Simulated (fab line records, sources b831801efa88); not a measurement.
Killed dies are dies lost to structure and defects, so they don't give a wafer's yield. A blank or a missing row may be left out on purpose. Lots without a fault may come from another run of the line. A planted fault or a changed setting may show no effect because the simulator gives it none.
Tool commonality check | flow sky130 | 14 lots, 42 wafers sampled

WHY IT WAS OPENED
At SKY_VT_ADJUST_HVTR_TW_MEAS_11 the reading VT_ADJUST_HVTR_TW is flagged on 2 of 14 lots. Wafers without a fault read 212.2, standard deviation 1.5.
Rule: a lot is flagged when every wafer of it that has a number lies more than 4 standard deviations from that mean, or none has a number. The other lots count as sound.

lot  | measured     | on            | VT_ADJUST_HVTR_TW, wafer by wafer | flag
L395 | day 9 17:50  | film_metro-01 | 211.0 210.2 211.1                 |
L398 | day 10 09:17 | film_metro-02 | 213.2 211.7 211.8                 |
L399 | day 10 21:22 | film_metro-02 | 213.1 212.3 212.5                 |
L400 | day 11 02:25 | film_metro-02 | 214.0 213.4 214.1                 |
L401 | day 11 09:31 | film_metro-02 | 213.3 213.9 213.8                 |
L403 | day 11 21:32 | film_metro-04 | 211.9 212.2 211.8                 |
L404 | day 12 09:01 | film_metro-04 | 212.2 214.4 214.9                 |
L411 | day 14 10:25 | film_metro-02 | 213.2 214.1 214.8                 |
L412 | day 14 19:10 | film_metro-01 | 29.7 29.7 29.8                    | FLAGGED
L413 | day 15 01:31 | film_metro-01 | 29.4 29.7 29.7                    | FLAGGED
L414 | day 15 06:28 | film_metro-02 | 214.4 213.5 213.8                 |
L415 | day 15 12:01 | film_metro-01 | 210.4 209.8 210.3                 |
L416 | day 15 20:02 | film_metro-02 | 213.1 214.3 214.5                 |
L417 | day 17 04:37 | film_metro-02 | 213.0 213.5 213.7                 |
The numbers of the flagged lots are 29.7 on average: -182.5 against the usual, or -99 or more standard deviations.

WHICH TOOL RAN EACH LOT
The record holds 1 process step before the reading, out of a route of 708 steps. In each cell: the tool, then ch and the chambers that the sampled wafers went through, then the start.
lot  | flag    | SKY_VT_ADJUST_HVTR_IMPLANT_09
L395 |         | implanter-04 ch 0, day 9 17:35
L398 |         | implanter-03 ch 0, day 10 09:02
L399 |         | implanter-04 ch 0, day 10 21:07
L400 |         | implanter-03 ch 0, day 11 02:10
L401 |         | implanter-02 ch 0, day 11 09:17
L403 |         | implanter-03 ch 0, day 11 21:19
L404 |         | implanter-03 ch 0, day 12 08:46
L411 |         | implanter-03 ch 0, day 14 10:11
L412 | FLAGGED | implanter-02, day 14 18:55
L413 | FLAGGED | implanter-03, day 15 01:16
L414 |         | implanter-02 ch 0, day 15 06:13
L415 |         | implanter-02 ch 0, day 15 11:46
L416 |         | implanter-03 ch 0, day 15 19:47
L417 |         | implanter-03 ch 0, day 17 04:24
What these steps do:
- SKY_VT_ADJUST_HVTR_IMPLANT_09
- SKY_VT_ADJUST_HVTR_TW_MEAS_11

FLAGGED OVER TOTAL, TOOL BY TOOL (the gauges that took the reading come last)
step                          | tool          | lots run | flagged | share of the flagged lots | sound lots run after its first flagged lot
SKY_VT_ADJUST_HVTR_IMPLANT_09 | implanter-02  | 4        | 1       | some                      | 2 (L414,L415)
SKY_VT_ADJUST_HVTR_IMPLANT_09 | implanter-03  | 8        | 1       | some                      | 2 (L416,L417)
SKY_VT_ADJUST_HVTR_IMPLANT_09 | implanter-04  | 2        | 0       | none                      | -
SKY_VT_ADJUST_HVTR_TW_MEAS_11 | film_metro-01 | 4        | 2       | all                       | 1 (L415)
SKY_VT_ADJUST_HVTR_TW_MEAS_11 | film_metro-02 | 8        | 0       | none                      | -
SKY_VT_ADJUST_HVTR_TW_MEAS_11 | film_metro-04 | 2        | 0       | none                      | -

WHAT THE TABLE ALLOWS
1 row of the table ran every flagged lot: film_metro-01 at SKY_VT_ADJUST_HVTR_TW_MEAS_11.
- film_metro-01 at SKY_VT_ADJUST_HVTR_TW_MEAS_11: 2 of its 4 lots flagged. Sound lots ran on it after the first flagged one (L415), which a lasting fault on the whole tool wouldn't allow.
No row of the table ran every flagged lot and no sound lot after the first.

WHAT THE SIMULATOR HAD PUT IN
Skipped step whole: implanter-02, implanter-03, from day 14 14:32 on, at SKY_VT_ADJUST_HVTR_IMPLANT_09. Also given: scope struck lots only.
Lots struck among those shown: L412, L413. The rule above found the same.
